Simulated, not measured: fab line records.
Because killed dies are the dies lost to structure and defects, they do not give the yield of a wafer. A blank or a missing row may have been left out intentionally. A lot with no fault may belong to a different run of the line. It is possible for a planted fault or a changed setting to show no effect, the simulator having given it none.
Struck lot and sound lot, side by side + flow sfq line + 42 out of 325 route steps
Sound: these wafers, L981.4, L981.5, L981.6. Struck: wafers L970.3, L970.6 (left out: L970.4, a lot-mate that was not struck); the cause follows at the end.
For every step that has rows: the tool of each side, followed by ch and its chambers, followed by its first start. Under that, the readings that differ: sound wafers + struck wafers + difference of the means + sigmas: that difference in standard deviations of wafers without a fault.
alike: same words and numbers on both sides, and readings whose means sit less than 2 such deviations apart. not compared: any withheld reading, any reading some wafer has no value for, any bound like >300 that may hide the same value, and any number with overlapping values for which the record gives no deviation.
A row with sigmas, a row that says differs or no value, or rows on one side alone: a step with any of these is where the two part. Numbers that don't overlap but have no deviation are shown without sigmas and don't part them. A reading that every wafer of one side lacks parts them only if that side has two wafers or more.

first, 6 steps without rows for these wafers: SFQ_TRILAYER_M6_LITHO_COAT_164 (resist thk 62 nm); SFQ_TRILAYER_M6_LITHO_COAT_159 (resist thk 600 nm); SFQ_TRILAYER_M6_LITHO_SOFTBAKE_163; SFQ_TRILAYER_M6_LITHO_EXPOSE_160 (exposes mask M6, target cd 500 nm); SFQ_TRILAYER_M6_LITHO_PEB_162 (peb time 60 s); SFQ_TRILAYER_M6_LITHO_DEVELOP_161 (time 60 s).
SFQ_M6_OVL_MEAS_940:
  struck on overlay-01, day 68 22:34; sound on overlay-01, day 72 11:35
  alike: M6_OVL
SFQ_TRILAYER_M6_BARC_OPEN_METAL_ETCH_206: etches BARC in O2, target depth 125 nm, time 41.7 s.
  sound on rie metal-02 ch 0,1, day 72 11:37; struck on rie metal-03 ch 1, day 68 22:36
  alike: chamber pressure mTorr, drypump motor current A, oes product au
  not compared: rf hours counter h
then, 4 steps without rows for these wafers: SFQ_TRILAYER_M6_ETCH_METAL_ETCH_162 (etches Nb in Cl2/Ar, stops on SiO2, target depth 240 nm, time 120 s); SFQ_TRILAYER_M6_STRIP_STRIP_163 (strips in O2); SFQ_TRILAYER_M6_STRIP_SOLV_CLEAN_164 (cleans in NMP, time 600 s); SFQ_TRILAYER_I6_DEP_PECVD_165 (deposits SiO2 from SiH4/N2O, time 111.11 s, target thk 500 nm).
SFQ_TRILAYER_I6_CMP_CMP_166: polishes SiO2.
  sound on cmp-01 ch 0,1,2, day 72 15:32; struck on cmp-02 ch 2, day 69 01:42
| reading                                             | sound             | struck    | difference | sigmas |
|-----------------------------------------------------|-------------------|-----------|------------|--------|
| time to endpoint s (s)                              | 227 222 222       | 274 287   | +57        | +6     |
| model.SiO2_of_TRILAYER_I6_DEP_PECVD_165.thk nm (nm) | 201.4 201.3 201.2 | 303.2 308 | +104.3     |        |
  alike: motor current A
SFQ_I6_BOW_MEAS_941:
  struck on film metro-02, day 69 04:44; sound on film metro-03, day 72 17:05
  alike: I6_BOW
SFQ_TRILAYER_I6_METRO_MEASURE_167:
  struck on film metro-02, day 69 05:13; sound on film metro-03, day 72 17:45
| reading     | sound             | struck      | difference | sigmas |
|-------------|-------------------|-------------|------------|--------|
| thk nm (nm) | 201.4 201.4 201.3 | 302.9 308.0 | +104.1     | +87    |
then, 6 steps without rows for these wafers: SFQ_TRILAYER_I6_VIA_LITHO_COAT_174 (resist thk 62 nm); SFQ_TRILAYER_I6_VIA_LITHO_COAT_169 (resist thk 650 nm); SFQ_TRILAYER_I6_VIA_LITHO_SOFTBAKE_173; SFQ_TRILAYER_I6_VIA_LITHO_EXPOSE_170 (exposes mask I6, target cd 700 nm); SFQ_TRILAYER_I6_VIA_LITHO_PEB_172 (peb time 60 s); SFQ_TRILAYER_I6_VIA_LITHO_DEVELOP_171 (time 60 s).
-- the record jumps here: 4 days lie between the struck wafers' starts before and after --
SFQ_I6_OVL_MEAS_942:
  struck on overlay-01, day 72 22:21; sound on overlay-01, day 76 14:12
  alike: I6_OVL
SFQ_TRILAYER_I6_VIA_BARC_OPEN_VIA_ETCH_235: etches BARC in O2, target depth 125 nm, time 41.7 s.
  sound on rie diel-03 ch 1,2, day 76 14:13; struck on rie diel-04 ch 0,1, day 72 22:22
  alike: chamber pressure mTorr, drypump motor current A, oes product au
  not compared: rf hours counter h
SFQ_TRILAYER_I6_VIA_ETCH_VIA_ETCH_172: etches SiO2 in CHF3, stops on Nb, target depth 260 nm.
  sound on rie diel-03 ch 1,2, day 76 14:16; struck on rie diel-04 ch 0,1, day 72 22:25
| reading                        | sound             | struck      | difference | sigmas |
|--------------------------------|-------------------|-------------|------------|--------|
| oes product au (a.u.)          | 0.855 0.857 0.859 | 1.023 0.984 | +0.146     | +30    |
| model.I6.feature depth nm (nm) | 201.4 201.3 201.2 | 266.1 253.9 | +58.7      |        |
| model.etch.depth nm (nm)       | 201.4 201.3 201.2 | 266.1 253.9 | +58.7      |        |
  alike: chamber pressure mTorr, drypump motor current A
then, 2 steps without rows for these wafers: SFQ_TRILAYER_I6_VIA_STRIP_STRIP_173 (strips in O2); SFQ_TRILAYER_I6_VIA_STRIP_SOLV_CLEAN_174 (cleans in NMP, time 600 s).
SFQ_TRILAYER_M7_DEP_PRE_CLEAN_176: time 22.5 s.
  struck on pvd sputter-05, day 72 23:18; sound on pvd sputter-05, day 76 15:09
| reading                                             | sound             | struck      | difference | sigmas |
|-----------------------------------------------------|-------------------|-------------|------------|--------|
| model.SiO2_of_TRILAYER_I6_DEP_PECVD_165.thk nm (nm) | 193.9 193.8 193.7 | 295.7 300.5 | +104.3     |        |
then, 1 step without rows for these wafers: SFQ_TRILAYER_M7_DEP_SPUTTER_175 (material Nb, target thk 200 nm, time 133.3 s).
SFQ_M7_RS_MEAS_943: a four-point-probe measurement.
  struck on film metro-01, day 72 23:28; sound on film metro-02, day 76 15:20
| reading           | sound             | struck      | difference | sigmas |
|-------------------|-------------------|-------------|------------|--------|
| M7_NB_RS (ohm/sq) | 0.878 0.878 0.882 | 0.912 0.905 | +0.029     | +3     |
then, 6 steps without rows for these wafers: SFQ_TRILAYER_M7_LITHO_COAT_182 (resist thk 62 nm); SFQ_TRILAYER_M7_LITHO_COAT_177 (resist thk 600 nm); SFQ_TRILAYER_M7_LITHO_SOFTBAKE_181; SFQ_TRILAYER_M7_LITHO_EXPOSE_178 (exposes mask M7, target cd 500 nm); SFQ_TRILAYER_M7_LITHO_PEB_180 (peb time 60 s); SFQ_TRILAYER_M7_LITHO_DEVELOP_179 (time 60 s).
SFQ_M7_OVL_MEAS_945:
  struck on overlay-02, day 73 02:35; sound on overlay-01, day 76 17:43
  alike: M7_OVL
SFQ_TRILAYER_M7_BARC_OPEN_METAL_ETCH_229: etches BARC in O2, target depth 125 nm, time 41.7 s.
  sound on rie metal-03 ch 0,1, day 76 17:45; struck on rie metal-01 ch 1, day 73 02:38
  alike: chamber pressure mTorr, drypump motor current A, oes product au
  not compared: rf hours counter h
SFQ_TRILAYER_M7_ETCH_METAL_ETCH_180: etches Nb in Cl2/Ar, stops on SiO2, target depth 240 nm, time 120 s.
  sound on rie metal-03 ch 0,1, day 76 17:50; struck on rie metal-01 ch 1, day 73 02:43
| reading               | sound             | struck      | difference | sigmas |
|-----------------------|-------------------|-------------|------------|--------|
| oes product au (a.u.) | 0.906 0.907 0.899 | 0.874 0.889 | -0.023     | -3     |
  alike: chamber pressure mTorr, drypump motor current A
  not compared: rf hours counter h
SFQ_TRILAYER_M7_STRIP_STRIP_181: strips in O2.
  sound on rie metal-03 ch 0,1, day 76 18:07; struck on rie metal-01 ch 1, day 73 03:00
  alike: chamber pressure mTorr, drypump motor current A, oes product au
  not compared: rf hours counter h
then, 2 steps without rows for these wafers: SFQ_TRILAYER_M7_STRIP_SOLV_CLEAN_182 (cleans in NMP, time 600 s); SFQ_TRILAYER_I7_DEP_PECVD_183 (deposits SiO2 from SiH4/N2O, time 111.11 s, target thk 500 nm).
-- the record jumps here: 5 days lie between the struck wafers' starts before and after --
SFQ_M8_BOW_MEAS_951:
  struck on film metro-01, day 77 18:57; sound on film metro-04, day 81 01:02
| reading                 | sound             | struck      | difference | sigmas |
|-------------------------|-------------------|-------------|------------|--------|
| model.etest.i6.link ohm | 1.857 1.863 1.861 | 1e+06 1e+06 | +1e+06     |        |
  alike: M8_BOW

## WHERE THEY PART
At SFQ_TRILAYER_I6_CMP_CMP_166 first; at SFQ_TRILAYER_M7_ETCH_METAL_ETCH_180 last (within this record only). Later steps at which nothing parts them and some readings are alike: SFQ_TRILAYER_M7_STRIP_STRIP_181, SFQ_M8_BOW_MEAS_951.

WHY: the cause the simulator had injected
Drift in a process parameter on cmp-02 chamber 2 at SFQ_TRILAYER_I6_CMP_CMP_166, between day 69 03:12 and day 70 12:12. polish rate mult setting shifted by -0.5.
